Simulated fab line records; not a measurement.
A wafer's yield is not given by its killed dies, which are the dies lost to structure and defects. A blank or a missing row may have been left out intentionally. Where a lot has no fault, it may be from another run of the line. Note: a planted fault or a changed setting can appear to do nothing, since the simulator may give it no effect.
Which tool did it?	flow sky130	route of 708 steps, sampled at 1 step: 7 lots, 21 wafers

== WHAT THE GAUGES SHOWED, per wafer ==
SKY_CONTACT_RS_MEAS_25: measures by four-point-probe.
lot	measured	on	CONTACT_W_RS (ohm/sq)
L740	day 33 02:35	film-metro-02	0.327 0.343 0.326
L742	day 34 00:31	film-metro-02	0.340 0.336 0.340
L745	day 34 10:04	film-metro-02	0.335 0.329 0.331
L749	day 35 13:03	film-metro-04	0.341 0.329 0.342
L752	day 36 21:12	film-metro-01	0.331 0.334 0.335
L755	day 37 18:39	film-metro-01	0.336 0.338 0.341
L759	day 38 20:30	film-metro-04	0.341 0.337 0.329

== TOOL THAT RAN EACH LOT (tool first, then ch and the chambers of the sampled wafers, then the start) ==
The record holds no process step before these readings.

== THE ANSWER, worked out from the rows above alone ==
Rule: usual is defined by the lots themselves. Put in order of their means at a reading, lots are off if they are a third of the lots or fewer, leave a main group of 4 or more, and stand apart from it by a gap of 3 or more times the standard deviation of the main group's means; of several such gaps the widest counts. Not used: any main group whose means are identical at the precision the tables above print for the reading. A lot without any number at a reading at which 4 lots or more have one is off too. Any other lot the step has rows for is counted as sound.
No lot is off at any reading shown: from this, nothing can be told.

== WHAT THE SIMULATOR HAD PUT IN ==
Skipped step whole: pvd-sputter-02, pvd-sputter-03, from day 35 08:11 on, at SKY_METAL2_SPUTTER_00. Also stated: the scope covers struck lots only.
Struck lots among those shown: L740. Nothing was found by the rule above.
